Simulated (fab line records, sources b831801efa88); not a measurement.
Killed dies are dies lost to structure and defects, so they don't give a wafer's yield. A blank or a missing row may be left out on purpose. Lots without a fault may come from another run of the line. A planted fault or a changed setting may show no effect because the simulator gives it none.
fab line records | flow sfq_line
record lots=6 wafers=17 last_day=85
route steps=325 shown I5@228 C5@240
lots that met no fault: from a run of the same line without faults
start_h: hours from the record's first day to the start of the lot's first wafer shown | wait_h: hours since the lot's step before | " the same as in the row above | L1.1+2: a row that stands for several wafers | - no value, or no start given | * or withheld: withheld | < > ~ a bound
route shown NAME@n: a module of which the file shows steps, and the number in the route of the first | usual: mean/standard deviation of fault-free wafers | same: alike in all rows | chamber/n: place in a boat | sites: the reading at each site | _std_site: their standard deviation | _edge_site: outer sites' mean less inner sites' | radius_mm: how far each site lies from the wafer's centre | mask NAME#n: copy n | behind: the tool/chamber that last shaped the wafer | hold: why the lot was held/for how many hours/how that ended | device: the transistor (n, p or np) that didn't switch | end of line: the same wafers' tests at the end of the route | a step without rows: its recipe alone | killed: dies lost to structure and defects at the first sort, not the wafer's yield | map: a wafer's dies, x killed, . not, _ none there
set.NAME: the setting as run; set.NAME@STEP: as run at that earlier step | model.NAME: the simulator's own value behind a step, which no gauge read
lots at some steps of the route; a table a step, a row a wafer
services: from which hour (start_h, from the record's first day; less than 0 if before it) a tool's chamber was out of use, for how many hours, and why
## steps
# step SFQ_TRILAYER_A5C_DEP_PECVD_142
# recipe material=SiO2 temp_c=150 time_s=15.556 pressure_torr=2.4 rf_w=183.3 precursor=SiH4/N2O target_thk_nm=70
# usual heater_power_w=86/16 throttle_valve_pct=24.5/0.77
# columns lot.wafer tool chamber start_h wait_h heater_power_w throttle_valve_pct
L256.3 pecvd-02 0 1380.86 0.0 74 25.8
L256.5 " 2 " " 110 24.7
L256.6 " 1 " " 85 24.9
L257.2 pecvd-02 2 1384.47 0.0 107 24.5
L257.4 " 0 " " 69 25.6
L257.5 " 1 " " 79 24.6
L260.2 pecvd-04 1 1395.70 0.0 78 24.7
L260.4 " 2 " " 83 23.5
L260.6 " 0 " " 91 22.8
L270.1 pecvd-02 1 1473.71 0.0 85 24.5
L270.4 " 1 " " 84 24.6
L270.6 " 2 " " 109 24.3
L272.5 pecvd-03 1 1482.97 0.0 56 24.5
L272.6 " 2 " " 77 24.6
L275.4 pecvd-02 2 1496.19 0.0 110 24.6
L275.5 " 1 " " 86 24.9
L275.6 " 0 " " 68 25.4
# step SFQ_TRILAYER_I5_LITHO_COAT_149
# recipe resist=BARC spin_rpm=3000 resist_thk_nm=62
# step SFQ_TRILAYER_I5_LITHO_COAT_144
# recipe resist=KrF spin_rpm=3000 resist_thk_nm=650
# step SFQ_TRILAYER_I5_LITHO_SOFTBAKE_148
# recipe temp_c=withheld time_s=withheld resist=KrF
# step SFQ_TRILAYER_I5_LITHO_EXPOSE_145
# recipe mask_id=I5 na=0.6 source_shape=conventional sigma_outer=0.65 target_cd_nm=700 dose_mj=21.3
# step SFQ_TRILAYER_I5_LITHO_PEB_147
# recipe peb_temp_c=115 peb_time_s=60 resist=KrF
# step SFQ_TRILAYER_I5_LITHO_DEVELOP_146
# recipe time_s=60 resist=KrF
# step SFQ_I5_OVL_MEAS_936
# usual I5_OVL=0/5.5
# columns lot.wafer tool chamber start_h wait_h I5_OVL[nm]
L256.3 overlay-02 - 1504.26 0.1 -7
L256.5 " - " " -10
L256.6 " - " " -12
L257.2 overlay-01 - 1507.58 0.1 -2
L257.4 " - " " 2
L257.5 " - " " -5
L260.2 overlay-01 - 1518.38 0.1 8
L260.4 " - " " 5
L260.6 " - " " 8
L270.1 overlay-01 - 1581.75 0.1 9
L270.4 " - " " -2
L270.6 " - " " -2
L272.5 overlay-02 - 1589.95 0.0 -2
L272.6 " - " " -2
L275.4 overlay-01 - 1604.74 0.1 -1
L275.5 " - " " -7
L275.6 " - " " -6
# step SFQ_TRILAYER_I5_BARC_OPEN_VIA_ETCH_200
# recipe mask_material=PR chemistry=O2 target_depth_nm=125 target=BARC source_w=500 bias_w=80 pressure_mtorr=30 time_s=41.7
# usual drypump_motor_current_A=5.55/0.25 oes_product_au=0.685/0.0043
# columns lot.wafer tool chamber start_h wait_h drypump_motor_current_A oes_product_au rf_hours_counter_h
L256.3 rie_diel-04 3 1504.28 0.0 5.35 0.683 18
L256.5 " 0 " " 5.81 0.682 -
L256.6 " 3 " " 5.37 0.692 -
L257.2 rie_diel-01 0 1507.61 0.0 5.08 0.688 13
L257.4 " 3 " " 5.65 0.692 5
L257.5 " 2 " " 5.40 0.688 -
L260.2 rie_diel-02 1 1518.41 0.0 5.75 0.684 19
L260.4 " 3 " " 5.76 0.679 19
L260.6 " 1 " " 5.76 0.682 -
L270.1 rie_diel-04 1 1581.79 0.0 5.96 0.689 2
L270.4 " 3 " " 5.36 0.679 19
L270.6 " 0 " " 5.83 0.683 -
L272.5 rie_diel-01 1 1589.99 0.0 5.56 0.681 -
L272.6 " 2 " " 5.41 0.698 -
L275.4 rie_diel-01 1 1604.75 0.0 5.54 0.690 15
L275.5 " 3 " " 5.63 0.686 -
L275.6 " 0 " " 5.11 0.674 -
# step SFQ_TRILAYER_I5_ETCH_VIA_ETCH_147
# recipe stop_on=Nb mask_material=PR chemistry=CHF3 target_depth_nm=360 source_w=500 bias_w=80 pressure_mtorr=30 time_s=withheld
# usual drypump_motor_current_A=5.55/0.25 oes_product_au=0.986/0.0076
# columns lot.wafer tool chamber start_h wait_h drypump_motor_current_A oes_product_au
L256.3 rie_diel-04 3 1504.32 0.0 5.37 0.996
L256.5 " 0 " " 5.82 0.966
L256.6 " 3 " " 5.37 0.985
L257.2 rie_diel-01 0 1507.65 0.0 5.10 0.986
L257.4 " 3 " " 5.67 0.986
L257.5 " 2 " " 5.41 0.992
L260.2 rie_diel-02 1 1518.45 0.0 5.76 0.993
L260.4 " 3 " " 5.75 0.986
L260.6 " 1 " " 5.76 0.992
L270.1 rie_diel-04 1 1581.83 0.0 5.98 0.985
L270.4 " 3 " " 5.37 0.987
L270.6 " 0 " " 5.82 0.975
L272.5 rie_diel-01 1 1590.08 0.1 5.56 0.976
L272.6 " 2 " " 5.41 0.986
L275.4 rie_diel-01 1 1604.79 0.0 5.54 0.967
L275.5 " 3 " " 5.65 0.989
L275.6 " 0 " " 5.11 0.980
# step SFQ_TRILAYER_I5_STRIP_STRIP_148
# recipe gas=O2 power_w=200 platen_temp_c=40 overash_fraction=0.65 chemistry=O2 pressure_mtorr=50
# usual drypump_motor_current_A=5.6/0.32 oes_product_au=0.999/0.014
# columns lot.wafer tool chamber start_h wait_h drypump_motor_current_A oes_product_au rf_hours_counter_h
L256.3 rie_metal-02 0 1504.67 - 5.4 1.010 -
L256.5 " 1 " " 6.2 1.010 -
L256.6 " 0 " " 5.4 1.008 -
L257.2 rie_metal-01 0 1507.80 - 5.6 1.011 30
L257.4 " 0 " " 5.6 1.026 -
L257.5 " 1 " " 5.3 0.988 -
L260.2 rie_metal-02 0 1518.60 - 5.4 1.004 99
L260.4 " 0 " " 5.4 0.996 -
L260.6 " 0 " " 5.4 1.003 -
L270.1 rie_metal-04 0 1581.98 - 5.6 0.987 38
L270.4 " 1 " " 5.5 0.992 -
L270.6 " 0 " " 5.7 0.972 -
L272.5 rie_metal-02 0 1590.56 - 5.4 1.008 -
L272.6 " 1 " " 6.2 0.999 -
L275.4 rie_metal-01 1 1605.14 - 5.3 0.984 -
L275.5 " 0 " " 5.6 1.008 -
L275.6 " 1 " " 5.3 0.992 -
# step SFQ_TRILAYER_I5_STRIP_SOLV_CLEAN_149
# recipe chemistry=NMP temp_c=70 time_s=600
# step SFQ_TRILAYER_C5_LITHO_COAT_156
# recipe resist=BARC spin_rpm=3000 resist_thk_nm=62
# columns lot.wafer tool chamber start_h wait_h model.BARC_of_TRILAYER_C5_LITHO_COAT_156.thk_nm
L256.3 litho_track-01 0 1505.36 0.1 62.04
L256.5 " 0 " " 61.92
L256.6 " 0 " " 62.12
L257.2 litho_track-02 0 1508.64 0.1 61.76
L257.4 " 0 " " 61.91
L257.5 " 0 " " 61.94
L260.2 litho_track-02 0 1519.43 0.1 62.21
L260.4 " 0 " " 62.4
L260.6 " 0 " " 62.01
L270.1 litho_track-02 0 1582.77 0.0 66.81
L270.4 " 0 " " 61.98
L270.6 " 0 " " 62.03
L272.5 litho_track-02 0 1591.19 0.3 66.69
L272.6 " 0 " " 61.61
L275.4 litho_track-04 0 1605.87 0.1 62.06
L275.5 " 0 " " 62.33
L275.6 " 0 " " 62.04
# step SFQ_TRILAYER_C5_LITHO_COAT_151
# recipe resist=KrF spin_rpm=3000 resist_thk_nm=650
# step SFQ_TRILAYER_C5_LITHO_SOFTBAKE_155
# recipe temp_c=withheld time_s=withheld resist=KrF
# step SFQ_TRILAYER_C5_LITHO_EXPOSE_152
# recipe mask_id=C5 na=0.6 source_shape=conventional sigma_outer=0.65 target_cd_nm=500 dose_mj=21.3
# step SFQ_TRILAYER_C5_LITHO_PEB_154
# recipe peb_temp_c=115 peb_time_s=60 resist=KrF
# step SFQ_TRILAYER_C5_LITHO_DEVELOP_153
# recipe time_s=60 resist=KrF
# step SFQ_C5_OVL_MEAS_937
# usual C5_OVL=1/4.9
# columns lot.wafer tool chamber start_h wait_h C5_OVL[nm]
L256.3 overlay-02 - 1507.53 0.1 3
L256.5 " - " " 3
L256.6 " - " " 3
L257.2 overlay-02 - 1511.48 0.1 1
L257.4 " - " " 4
L257.5 " - " " 0
L260.2 overlay-01 - 1521.76 0.1 -7
L260.4 " - " " -8
L260.6 " - " " -6
L270.1 overlay-01 - 1593.63 0.1 0
L270.4 " - " " 8
L270.6 " - " " 6
L272.5 overlay-01 - 1596.05 0.0 4
L272.6 " - " " 0
L275.4 overlay-02 - 1607.99 0.1 -2
L275.5 " - " " -2
L275.6 " - " " 7
# step SFQ_TRILAYER_C5_BARC_OPEN_VIA_ETCH_210
# recipe mask_material=PR chemistry=O2 target_depth_nm=125 target=BARC source_w=500 bias_w=80 pressure_mtorr=30 time_s=41.7
# usual drypump_motor_current_A=5.5/0.33 oes_product_au=0.684/0.0047
# columns lot.wafer tool chamber start_h wait_h drypump_motor_current_A oes_product_au rf_hours_counter_h model.etch.depth_nm
L256.3 rie_diel-03 3 1507.55 0.0 5.2 0.687 10 62.04
L256.5 " 0 " " 5.8 0.684 - 61.92
L256.6 " 1 " " 4.8 0.692 - 62.12
L257.2 rie_diel-03 1 1511.51 0.0 4.8 0.687 5 61.76
L257.4 " 0 " " 5.8 0.683 15 61.91
L257.5 " 0 " " 5.8 0.678 - 61.94
L260.2 rie_diel-01 1 1521.79 0.0 5.6 0.682 13 62.21
L260.4 " 0 " " 5.1 0.687 13 62.4
L260.6 " 2 " " 5.4 0.689 - 62.01
L270.1 rie_diel-01 1 1593.67 0.0 5.6 0.701 14 66.81
L270.4 " 2 " " 5.4 0.678 18 61.98
L270.6 " 1 " " 5.6 0.680 - 62.03
L272.5 rie_diel-01 3 1596.09 0.0 5.6 0.708 - 66.69
L272.6 " 2 " " 5.4 0.683 - 61.61
L275.4 rie_diel-02 1 1608.00 0.0 5.8 0.686 21 62.06
L275.5 " 0 " " 5.5 0.690 - 62.33
L275.6 " 1 " " 5.8 0.681 - 62.04
# step SFQ_TRILAYER_C5_ETCH_VIA_ETCH_154
# recipe target=SiO2 mask_material=PR chemistry=CHF3 target_depth_nm=84 source_w=500 bias_w=80 pressure_mtorr=30 time_s=withheld stop_on=Nb
# usual drypump_motor_current_A=5.5/0.33 oes_product_au=0.894/0.0084
# columns lot.wafer tool chamber start_h wait_h drypump_motor_current_A oes_product_au
L256.3 rie_diel-03 3 1507.59 0.0 5.1 0.896
L256.5 " 0 " " 5.8 0.892
L256.6 " 1 " " 4.8 0.897
L257.2 rie_diel-03 1 1511.55 0.0 4.8 0.890
L257.4 " 0 " " 5.8 0.905
L257.5 " 0 " " 5.8 0.909
L260.2 rie_diel-01 1 1521.83 0.0 5.5 0.889
L260.4 " 0 " " 5.1 0.896
L260.6 " 2 " " 5.4 0.900
L270.1 rie_diel-01 1 1593.71 0.0 5.5 0.895
L270.4 " 2 " " 5.4 0.897
L270.6 " 1 " " 5.6 0.904
L272.5 rie_diel-01 3 1596.13 0.0 5.6 0.904
L272.6 " 2 " " 5.4 0.891
L275.4 rie_diel-02 1 1608.04 0.0 5.8 0.913
L275.5 " 0 " " 5.5 0.913
L275.6 " 1 " " 5.8 0.899
## services
# columns tool chamber start_h hours kind
pecvd-04 - 1362.02 1.9 repair
pecvd-04 2 1379.17 8.1 repair
rie_metal-01 1 1386.96 23.0 repair
rie_diel-02 3 1389.67 40.2 repair
rie_diel-04 2 1393.20 10.8 repair
rie_diel-03 0 1400.16 2.2 repair
rie_diel-01 - 1407.52 1.5 repair
rie_diel-02 0 1424.11 1.8 repair
rie_diel-02 2 1425.53 10.5 repair
rie_diel-03 3 1443.35 4.9 repair
pecvd-02 - 1447.58 0.8 repair
rie_diel-01 1 1449.90 15.4 repair
rie_metal-01 - 1466.96 1.0 repair
rie_diel-02 3 1473.28 2.9 repair
rie_diel-03 3 1477.18 17.9 repair
pecvd-02 - 1489.51 1.6 repair
rie_diel-01 - 1496.27 0.6 repair
rie_diel-01 - 1517.92 2.8 pm
pecvd-02 - 1520.35 2.3 repair
pecvd-02 1 1553.67 22.2 repair
rie_diel-03 1 1560.58 4.5 repair
rie_metal-02 - 1570.84 1.4 pm
rie_metal-02 - 1598.34 14.6 pm
pecvd-02 - 1600.75 1.0 repair
## key
first_sign step=SFQ_TRILAYER_C5_BARC_OPEN_VIA_ETCH_210 reading=oes_product_au direction=up sigmas=4.3 usual=0.684 struck=0.705
effect none on later readings
model_effect step=SFQ_TRILAYER_C5_LITHO_COAT_156 value=BARC_of_TRILAYER_C5_LITHO_COAT_156.thk_nm without=61.8 struck=66.75
model_effect step=SFQ_TRILAYER_C5_BARC_OPEN_VIA_ETCH_210 value=etch.depth_nm without=61.8 struck=66.75
met_at SFQ_TRILAYER_C5_LITHO_COAT_156
struck_wafers L270.1,L272.5
onset_between 1519.43 1582.77
fault kind=process_parameter_drift tool=litho_track-02 chamber=- onset_h=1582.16 steps=SFQ_TRILAYER_C5_LITHO_COAT_156 channel=resist_thk_nm offset=4.962 shape=step end_h=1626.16 scope=struck_wafers_only acts_in=these_recipes_only stated=62
